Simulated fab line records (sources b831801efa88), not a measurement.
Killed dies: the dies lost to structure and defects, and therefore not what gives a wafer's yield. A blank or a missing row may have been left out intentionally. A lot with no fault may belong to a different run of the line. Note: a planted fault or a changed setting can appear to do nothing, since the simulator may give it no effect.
Code-filled problem report in 8D (eight disciplines) form ; flow sky130 ; the parts of the form that need people (team, actions taken, sign-off) are left out

== 1. THE PROBLEM ==
Mean of developer-temp-C at SKY_SONOS_TUNNEL_DEVELOP_06: 23.89 C across 6 wafers in 2 lots; on wafers with no fault it is 23.00 C (standard deviation 0.11). That puts it +8.1 standard deviations away from the usual mean.
The step: develop time 60 s.
Seen first at day 14 23:43 on litho-track-02, wafer L269.2. The record has a number at this step for 18 wafers belonging to 6 lots. The rule behind "out" and "out of limits": a value lying over 4 standard deviations away from the usual mean. Any other wafer with a number is counted as sound.

== 2. WHAT IT IS, AND WHAT IT ISN'T ==
question;is;is not
which readings at this step;developer-temp-C;-
which lots;L269, L273;L259, L264, L271, L280
which wafers of those lots;all that have a number;-
read on which tools;litho-track-02;litho-track-03, litho-track-04
when;from day 14 23:43;"up to then (6 sound wafers); but 6 sound wafers of L271, L280 came after"

== 3. WHAT RULES OUT EACH SUSPECT ==
Counting: any tool at a process step up to the reading is kept as a suspect provided that every lot that is out went through it and no sound lot did after the first of them.
- litho-track-02 at SKY_SONOS_TUNNEL_DEVELOP_06 (develop time 60 s): kept. It ran every lot that is out, first L269 (day 14 23:43), and no sound lot after that; its last sound lot up to then is L259 (day 11 14:11). Out on those wafers are its own readings of developer-temp-C.
After counting, what remains is litho-track-02 at SKY_SONOS_TUNNEL_DEVELOP_06.

== 4. THE CAUSE (what the simulator had put in) ==
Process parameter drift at SKY_SONOS_TUNNEL_DEVELOP_06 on litho-track-02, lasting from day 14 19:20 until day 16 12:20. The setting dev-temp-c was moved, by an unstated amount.
After counting, this tool was the only one left.

== 5. SEQUENCE OF EFFECTS, ordered by route ==
Rows list readings where the struck wafers' mean (over those with a number) sits beyond 3 standard deviations from the usual. Only readings for which the record gives a usual standard deviation are gone through. hours: the time from each lot's start at the first step in this table that gives one to its start at this step, as a median over the lots. sigmas: the change in usual standard deviations.
hours;step;reading;usual;on struck wafers;change;sigmas
0;SKY_SONOS_TUNNEL_DEVELOP_06;developer-temp-C;23.00 C;23.89;+0.89;+8.1
It contains these process steps:
- SKY_SONOS_TUNNEL_DEVELOP_06: develop time 60 s.
Later measuring or inspecting steps at which every struck wafer that the step has a row for has a number for every such reading, and none has moved that far: SKY_SONOS_TUNNEL_CD_MEAS_07.

== 6. WHAT WOULD HAVE CAUGHT IT SOONER ==
4 hours passed between the start of the fault at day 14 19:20 and the first reading out of limits in this record, taken at day 14 23:43.
